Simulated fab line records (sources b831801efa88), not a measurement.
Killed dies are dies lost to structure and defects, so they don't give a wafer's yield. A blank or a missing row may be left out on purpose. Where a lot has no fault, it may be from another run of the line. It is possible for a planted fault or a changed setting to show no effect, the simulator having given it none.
Which tool did it? / flow sky130 / 12 lots with 34 wafers sampled at 6 steps, on a route of 708 steps

WHAT EACH GAUGE READ, for each wafer
SKY_LDD_N_OVL_MEAS_07. Usual: LDD_N_OVL 0.4 nm, standard deviation 1.2.
lot=L951; measured=day 18 00:19; on=overlay-01; LDD_N_OVL (nm)=0.4 0.3 -0.5; flag=
lot=L952; measured=day 18 16:16; on=overlay-02; LDD_N_OVL (nm)=1.9 1.0 1.6; flag=
lot=L953; measured=day 19 04:40; on=overlay-02; LDD_N_OVL (nm)=1.9 0.5 0.8; flag=
lot=L954; measured=day 19 05:43; on=overlay-02; LDD_N_OVL (nm)=0.0 1.4 0.6; flag=
lot=L956; measured=day 20 04:14; on=overlay-02; LDD_N_OVL (nm)=1.0 1.8; flag=
lot=L957; measured=day 20 10:15; on=overlay-02; LDD_N_OVL (nm)=0.1 0.8; flag=
lot=L964; measured=day 23 02:31; on=overlay-02; LDD_N_OVL (nm)=1.5 1.2 -0.3; flag=
lot=L965; measured=day 23 03:07; on=overlay-01; LDD_N_OVL (nm)=-1.0 -2.0 -0.1; flag=
lot=L968; measured=day 24 14:19; on=overlay-01; LDD_N_OVL (nm)=0.3 -0.6 0.2; flag=
lot=L969; measured=day 24 21:34; on=overlay-02; LDD_N_OVL (nm)=-0.7 2.1 1.0; flag=
lot=L970; measured=day 25 05:13; on=overlay-01; LDD_N_OVL (nm)=0.3 0.8 0.8; flag=
lot=L971; measured=day 25 07:20; on=overlay-02; LDD_N_OVL (nm)=-1.3 -1.6 -0.3; flag=

SKY_LDD_HVP_OVL_MEAS_07. Usual: LDD_HVP_OVL -1.1 nm, standard deviation 1.6.
lot=L951; measured=day 21 21:35; on=overlay-01; LDD_HVP_OVL (nm)=-1.3 1.0 -0.3; flag=
lot=L952; measured=day 22 13:55; on=overlay-01; LDD_HVP_OVL (nm)=-2.1 0.1 -0.2; flag=
lot=L953; measured=day 23 02:25; on=overlay-02; LDD_HVP_OVL (nm)=-2.8 -2.2 -3.8; flag=
lot=L954; measured=day 23 09:46; on=overlay-01; LDD_HVP_OVL (nm)=-2.5 -2.8 -2.3; flag=
lot=L956; measured=day 23 23:58; on=overlay-01; LDD_HVP_OVL (nm)=0.7 0.0; flag=
lot=L957; measured=day 24 06:41; on=overlay-01; LDD_HVP_OVL (nm)=-2.6 -2.2; flag=
lot=L964; measured=day 26 21:33; on=overlay-02; LDD_HVP_OVL (nm)=-1.2 -1.1 0.6; flag=
lot=L965; measured=day 26 21:37; on=overlay-01; LDD_HVP_OVL (nm)=-0.7 -2.0 -1.5; flag=
lot=L968; measured=day 28 07:40; on=overlay-01; LDD_HVP_OVL (nm)=-1.8 -1.4 -2.8; flag=
lot=L969; measured=day 28 13:34; on=overlay-02; LDD_HVP_OVL (nm)=2.0 1.2 1.2; flag=
lot=L970; measured=day 28 21:31; on=overlay-01; LDD_HVP_OVL (nm)=-2.1 -3.6 -2.7; flag=
lot=L971; measured=day 28 23:02; on=overlay-02; LDD_HVP_OVL (nm)=-1.4 -1.6 -1.9; flag=

SKY_SD_N_RS_MEAS_16: uses a four-point probe to measure. Usual: SD_N_RS 68.56 ohm/sq, standard deviation 0.12.
lot=L951; measured=day 28 04:00; on=filmMetro-04; SD_N_RS (ohm/sq)=68.63 68.63 68.63; flag=
lot=L952; measured=day 28 18:04; on=filmMetro-02; SD_N_RS (ohm/sq)=68.44 68.65 68.60; flag=
lot=L953; measured=day 29 07:47; on=filmMetro-04; SD_N_RS (ohm/sq)=68.52 68.61 68.52; flag=
lot=L954; measured=day 29 15:04; on=filmMetro-04; SD_N_RS (ohm/sq)=68.75 68.69 71.00; flag=OFF
lot=L956; measured=day 30 03:32; on=filmMetro-04; SD_N_RS (ohm/sq)=68.62 70.93; flag=OFF
lot=L957; measured=day 30 09:16; on=filmMetro-03; SD_N_RS (ohm/sq)=71.43 68.66; flag=OFF
lot=L964; measured=day 32 19:26; on=filmMetro-04; SD_N_RS (ohm/sq)=68.41 68.40 68.51; flag=
lot=L965; measured=day 32 22:09; on=filmMetro-02; SD_N_RS (ohm/sq)=68.32 68.51 68.55; flag=
lot=L968; measured=day 34 05:23; on=filmMetro-03; SD_N_RS (ohm/sq)=68.71 68.47 68.58; flag=
lot=L969; measured=day 34 12:25; on=filmMetro-04; SD_N_RS (ohm/sq)=68.23 68.49 68.52; flag=
lot=L970; measured=day 34 17:37; on=filmMetro-04; SD_N_RS (ohm/sq)=68.59 68.59 68.52; flag=
lot=L971; measured=day 34 19:40; on=filmMetro-02; SD_N_RS (ohm/sq)=68.49 68.51 68.55; flag=

EACH LOT AND THE TOOL THAT RAN IT (in order: tool; ch and the chambers of the sampled wafers; start)
lot=L951; SKY_GATE_OXIDE_STRIP_13=plasmaAsher-02 ch 0,1, day 14 03:20; SKY_SD_N_IMPLANT_09=implanter-02 ch 0, day 28 03:19; SKY_SD_N_STRIP_11=plasmaAsher-01 ch 0,1, day 28 03:37
lot=L952; SKY_GATE_OXIDE_STRIP_13=plasmaAsher-03 ch 0,1, day 14 15:32; SKY_SD_N_IMPLANT_09=implanter-04 ch 0, day 28 17:23; SKY_SD_N_STRIP_11=plasmaAsher-01 ch 0,1, day 28 17:40
lot=L953; SKY_GATE_OXIDE_STRIP_13=plasmaAsher-04 ch 0,1, day 15 02:46; SKY_SD_N_IMPLANT_09=implanter-04 ch 0, day 29 07:07; SKY_SD_N_STRIP_11=plasmaAsher-01 ch 0,1, day 29 07:24
lot=L954; SKY_GATE_OXIDE_STRIP_13=plasmaAsher-02 ch 0,1, day 15 06:25; SKY_SD_N_IMPLANT_09=implanter-04 ch 0, day 29 14:23; SKY_SD_N_STRIP_11=plasmaAsher-01 ch 0,1, day 29 14:40
lot=L956; SKY_GATE_OXIDE_STRIP_13=plasmaAsher-02 ch 0,1, day 16 00:25; SKY_SD_N_IMPLANT_09=implanter-04 ch 0, day 30 02:52; SKY_SD_N_STRIP_11=plasmaAsher-04 ch 0, day 30 03:09
lot=L957; SKY_GATE_OXIDE_STRIP_13=plasmaAsher-02 ch 0, day 16 07:05; SKY_SD_N_IMPLANT_09=implanter-04 ch 0, day 30 08:35; SKY_SD_N_STRIP_11=plasmaAsher-04 ch 1, day 30 08:53
lot=L964; SKY_GATE_OXIDE_STRIP_13=plasmaAsher-03 ch 0,1, day 18 21:20; SKY_SD_N_IMPLANT_09=implanter-04 ch 0, day 32 18:46; SKY_SD_N_STRIP_11=plasmaAsher-03 ch 0,1, day 32 19:02
lot=L965; SKY_GATE_OXIDE_STRIP_13=plasmaAsher-02 ch 0,1, day 19 00:21; SKY_SD_N_IMPLANT_09=implanter-02 ch 0, day 32 21:28; SKY_SD_N_STRIP_11=plasmaAsher-04 ch 0,1, day 32 21:44
lot=L968; SKY_GATE_OXIDE_STRIP_13=plasmaAsher-03 ch 0,1, day 20 13:00; SKY_SD_N_IMPLANT_09=implanter-04 ch 0, day 34 04:28; SKY_SD_N_STRIP_11=plasmaAsher-04 ch 0,1, day 34 05:00
lot=L969; SKY_GATE_OXIDE_STRIP_13=plasmaAsher-02 ch 0,1, day 20 19:49; SKY_SD_N_IMPLANT_09=implanter-04 ch 0, day 34 11:41; SKY_SD_N_STRIP_11=plasmaAsher-04 ch 0,1, day 34 11:58
lot=L970; SKY_GATE_OXIDE_STRIP_13=plasmaAsher-04 ch 0,1, day 21 04:47; SKY_SD_N_IMPLANT_09=implanter-03 ch 0, day 34 16:56; SKY_SD_N_STRIP_11=plasmaAsher-01 ch 0,1, day 34 17:13
lot=L971; SKY_GATE_OXIDE_STRIP_13=plasmaAsher-03 ch 0,1, day 21 05:40; SKY_SD_N_IMPLANT_09=implanter-03 ch 0, day 34 18:59; SKY_SD_N_STRIP_11=plasmaAsher-01 ch 0,1, day 34 19:15
- SKY_GATE_OXIDE_STRIP_13: strips in O2/N2.
- SKY_SD_N_IMPLANT_09
- SKY_SD_N_STRIP_11: strips in O2/N2.

AS READ BY THE TOOLS THEMSELVES (means over the sampled wafers that have a number; for cases with no such wafer, the mark the record gives instead)
SKY_GATE_OXIDE_STRIP_13. Usual: drypumpMotorCurrentA 5.9 A, standard deviation 0.4; oesProductAu 0.715 a.u., standard deviation 0.0043; stripTimeToEndpointS 14.20 s, standard deviation 0.033.
lot=L951; tool=plasmaAsher-02; drypumpMotorCurrentA (A)=6.3; oesProductAu (a.u.)=0.716; stripTimeToEndpointS (s)=14.20; flag=
lot=L952; tool=plasmaAsher-03; drypumpMotorCurrentA (A)=5.7; oesProductAu (a.u.)=0.713; stripTimeToEndpointS (s)=14.21; flag=
lot=L953; tool=plasmaAsher-04; drypumpMotorCurrentA (A)=5.7; oesProductAu (a.u.)=0.716; stripTimeToEndpointS (s)=14.15; flag=
lot=L954; tool=plasmaAsher-02; drypumpMotorCurrentA (A)=6.0; oesProductAu (a.u.)=0.716; stripTimeToEndpointS (s)=14.14; flag=
lot=L956; tool=plasmaAsher-02; drypumpMotorCurrentA (A)=6.2; oesProductAu (a.u.)=0.715; stripTimeToEndpointS (s)=14.20; flag=
lot=L957; tool=plasmaAsher-02; drypumpMotorCurrentA (A)=6.5; oesProductAu (a.u.)=0.716; stripTimeToEndpointS (s)=14.21; flag=
lot=L964; tool=plasmaAsher-03; drypumpMotorCurrentA (A)=5.7; oesProductAu (a.u.)=0.717; stripTimeToEndpointS (s)=14.25; flag=
lot=L965; tool=plasmaAsher-02; drypumpMotorCurrentA (A)=6.3; oesProductAu (a.u.)=0.716; stripTimeToEndpointS (s)=14.22; flag=
lot=L968; tool=plasmaAsher-03; drypumpMotorCurrentA (A)=5.7; oesProductAu (a.u.)=0.715; stripTimeToEndpointS (s)=14.20; flag=
lot=L969; tool=plasmaAsher-02; drypumpMotorCurrentA (A)=6.0; oesProductAu (a.u.)=0.715; stripTimeToEndpointS (s)=14.22; flag=
lot=L970; tool=plasmaAsher-04; drypumpMotorCurrentA (A)=5.7; oesProductAu (a.u.)=0.714; stripTimeToEndpointS (s)=14.22; flag=
lot=L971; tool=plasmaAsher-03; drypumpMotorCurrentA (A)=5.7; oesProductAu (a.u.)=0.716; stripTimeToEndpointS (s)=14.17; flag=

SKY_SD_N_IMPLANT_09. Usual: beamOnS 19.8 s, standard deviation 0.88; faradayCurrentUA 11092, standard deviation 490.
lot=L951; tool=implanter-02; beamOnS (s)=20.5; faradayCurrentUA=10698; flag=
lot=L952; tool=implanter-04; beamOnS (s)=19.7; faradayCurrentUA=11121; flag=
lot=L953; tool=implanter-04; beamOnS (s)=20.2; faradayCurrentUA=10900; flag=
lot=L954; tool=implanter-04; beamOnS (s)=18.7; faradayCurrentUA=11938; flag=
lot=L956; tool=implanter-04; beamOnS (s)=17.9; faradayCurrentUA=12402; flag=
lot=L957; tool=implanter-04; beamOnS (s)=18.2; faradayCurrentUA=12234; flag=
lot=L964; tool=implanter-04; beamOnS (s)=20.7; faradayCurrentUA=10591; flag=
lot=L965; tool=implanter-02; beamOnS (s)=20.1; faradayCurrentUA=10912; flag=
lot=L968; tool=implanter-04; beamOnS (s)=20.2; faradayCurrentUA=10844; flag=
lot=L969; tool=implanter-04; beamOnS (s)=20.1; faradayCurrentUA=10915; flag=
lot=L970; tool=implanter-03; beamOnS (s)=18.4; faradayCurrentUA=11927; flag=
lot=L971; tool=implanter-03; beamOnS (s)=18.3; faradayCurrentUA=11989; flag=

SKY_SD_N_STRIP_11. Usual: drypumpMotorCurrentA 5.4 A, standard deviation 0.53; oesProductAu 0.528 a.u., standard deviation 0.0045; stripTimeToEndpointS 22.55 s, standard deviation 0.045.
lot=L951; tool=plasmaAsher-01; drypumpMotorCurrentA (A)=4.9; oesProductAu (a.u.)=0.531; stripTimeToEndpointS (s)=22.57; flag=
lot=L952; tool=plasmaAsher-01; drypumpMotorCurrentA (A)=4.9; oesProductAu (a.u.)=0.526; stripTimeToEndpointS (s)=22.58; flag=
lot=L953; tool=plasmaAsher-01; drypumpMotorCurrentA (A)=4.9; oesProductAu (a.u.)=0.528; stripTimeToEndpointS (s)=22.53; flag=
lot=L954; tool=plasmaAsher-01; drypumpMotorCurrentA (A)=4.9; oesProductAu (a.u.)=0.529; stripTimeToEndpointS (s)=22.26; flag=OFF
lot=L956; tool=plasmaAsher-04; drypumpMotorCurrentA (A)=5.6; oesProductAu (a.u.)=0.538; stripTimeToEndpointS (s)=22.08; flag=OFF
lot=L957; tool=plasmaAsher-04; drypumpMotorCurrentA (A)=6.0; oesProductAu (a.u.)=0.540; stripTimeToEndpointS (s)=22.03; flag=OFF
lot=L964; tool=plasmaAsher-03; drypumpMotorCurrentA (A)=6.0; oesProductAu (a.u.)=0.526; stripTimeToEndpointS (s)=22.58; flag=
lot=L965; tool=plasmaAsher-04; drypumpMotorCurrentA (A)=5.9; oesProductAu (a.u.)=0.526; stripTimeToEndpointS (s)=22.63; flag=
lot=L968; tool=plasmaAsher-04; drypumpMotorCurrentA (A)=5.9; oesProductAu (a.u.)=0.525; stripTimeToEndpointS (s)=22.54; flag=
lot=L969; tool=plasmaAsher-04; drypumpMotorCurrentA (A)=5.7; oesProductAu (a.u.)=0.528; stripTimeToEndpointS (s)=22.51; flag=
lot=L970; tool=plasmaAsher-01; drypumpMotorCurrentA (A)=4.9; oesProductAu (a.u.)=0.526; stripTimeToEndpointS (s)=22.51; flag=
lot=L971; tool=plasmaAsher-01; drypumpMotorCurrentA (A)=4.9; oesProductAu (a.u.)=0.526; stripTimeToEndpointS (s)=22.52; flag=

THE ANSWER, worked out from the rows above alone
Rule: lot off if the mean of its wafers having a number is beyond 3 standard deviations from the usual mean. Also off: a lot with no number at a reading for which 4 or more lots have one. All remaining lots with rows at the step are treated as sound. After the gauges, taken in route order, come the tools' own readings; for these a lot's mean is taken, as printed above. The first step at which some lot is off is used, and at that step the reading that is off furthest; a lot without a number counts as furthest.
Off: at SKY_SD_N_RS_MEAS_16 (SD_N_RS), L954, L956, L957.
A tool fits if, at a process step before that reading, it ran every lot that is off, and no sound lot after the first of them. Not tried: the gauges at SKY_SD_N_RS_MEAS_16; whatever is off there is also off at SKY_SD_N_STRIP_11, on other tools, and gauge error can't account for it. No candidate that was tried fits.

WHAT HAD BEEN PUT IN BY THE SIMULATOR
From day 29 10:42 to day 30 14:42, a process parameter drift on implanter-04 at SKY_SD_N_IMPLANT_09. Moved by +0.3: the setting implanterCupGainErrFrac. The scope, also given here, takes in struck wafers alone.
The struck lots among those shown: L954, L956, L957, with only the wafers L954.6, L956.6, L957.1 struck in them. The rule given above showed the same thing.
